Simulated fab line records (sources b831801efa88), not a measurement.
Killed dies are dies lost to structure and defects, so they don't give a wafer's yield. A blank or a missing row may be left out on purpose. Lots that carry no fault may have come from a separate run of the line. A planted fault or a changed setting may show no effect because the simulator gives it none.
Problem report, 8D (eight disciplines) form, completed by code + flow sky130 + the parts of the form that need people (team, actions taken, sign-off) are left out

== 1. THE ISSUE ==
CAPM_CVD_00_THK at SKY_CAPM_THK_MEAS_01 reads a mean of 12.81 nm on 2 wafers of 1 lot; wafers without a fault read 15.52 nm with a standard deviation of 0.25. Relative to the usual mean, that is a shift of -11 standard deviations.
First observed at day 39 20:49: wafer L455.2, on film_metro-04. The record has a number at this step for 39 wafers belonging to 13 lots. Rule for "out", or "out of limits": more than 4 standard deviations from the usual mean. Any other wafer with a number is counted as sound.

== 2. WHAT IT IS; WHAT IT IS NOT ==
| question                    | is                | is not                                                                                             |
|-----------------------------|-------------------|----------------------------------------------------------------------------------------------------|
| which readings at this step | CAPM_CVD_00_THK   | -                                                                                                  |
| which lots                  | L455              | L444, L446, L447, L448, L449, L452, L461, L463, L464, L465, L466, L467                             |
| which wafers of those lots  | L455.2, L455.4    | L455.5                                                                                             |
| read on which gauges        | film_metro-04     | film_metro-01, film_metro-02                                                                       |
| when                        | from day 39 20:49 | up to then (19 sound wafers); but 18 sound wafers of L461, L463, L464, L465, L466, L467 came after |

== 3. SUSPECTS, AND WHAT RULES EACH OUT ==
Counting: any tool at a process step up to the reading remains a suspect provided it ran every lot that is out. Sound lots after the first of them don't rule it out here, since some wafers of a struck lot are sound.
- ruled out: the gauge at SKY_CAPM_THK_MEAS_01. All the wafers that are out were read on film_metro-04, but those of them that SKY_METAL3_ETCH_17 has rows for are out there too, on other tools.
- pecvd-01 at SKY_CAPM_CVD_00 (deposits SiO2, target thk 15.5 nm): kept. The lot that is out, L455, ran on it at day 39 20:47; the last sound lot it ran before that was L449, at day 37 22:13.
- At SKY_CAPM_CVD_00 on pecvd-01, chamber 1 took the sound wafers of the same lots and chamber 0 took the wafers that are out.
The count leaves pecvd-01 at SKY_CAPM_CVD_00.

== 4. THE CAUSE (what the simulator had put in) ==
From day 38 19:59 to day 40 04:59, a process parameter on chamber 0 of pecvd-01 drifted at SKY_CAPM_CVD_00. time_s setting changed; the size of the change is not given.
Only this tool survived the counting.

== 5. THE EFFECT CHAIN, in route order ==
Each row: a reading whose mean over the struck wafers that have a number lies more than 3 standard deviations from the usual. Readings are gone through only where the record gives a usual standard deviation; hours: the median, over the lots, of the time from a lot's start at the first step in this table giving one to that lot's start at this step; sigmas: the change measured in usual standard deviations.
| hours | step                 | reading         | usual      | on struck wafers | change | sigmas |
|-------|----------------------|-----------------|------------|------------------|--------|--------|
| 0     | SKY_CAPM_THK_MEAS_01 | CAPM_CVD_00_THK | 15.52 nm   | 12.81            | -2.71  | -11    |
| 50    | SKY_METAL3_ETCH_17   | oes_product_au  | 0.755 a.u. | 0.689            | -0.067 | -8.1   |
Process steps it contains:
- SKY_METAL3_ETCH_17: etches SiO2 in C4F8/O2/Ar, stops on TiN, time 3.9 s, target depth 15 nm.

== 6. WHAT WOULD HAVE CAUGHT IT SOONER ==
25 hours passed between the start of the fault at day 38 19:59 and the first reading out of limits at a measuring or inspecting step in this record, taken at day 39 20:49.
Of the tool readings at SKY_CAPM_CVD_00 for which the record gives a usual standard deviation, none was out on any struck wafer, so an alarm limit of 4 standard deviations on them would not have fired.
All the lots that are out (1) had begun SKY_CAPM_CVD_00 on pecvd-01 by day 39 20:49. A hold on the tool at that time would have spared none of them.
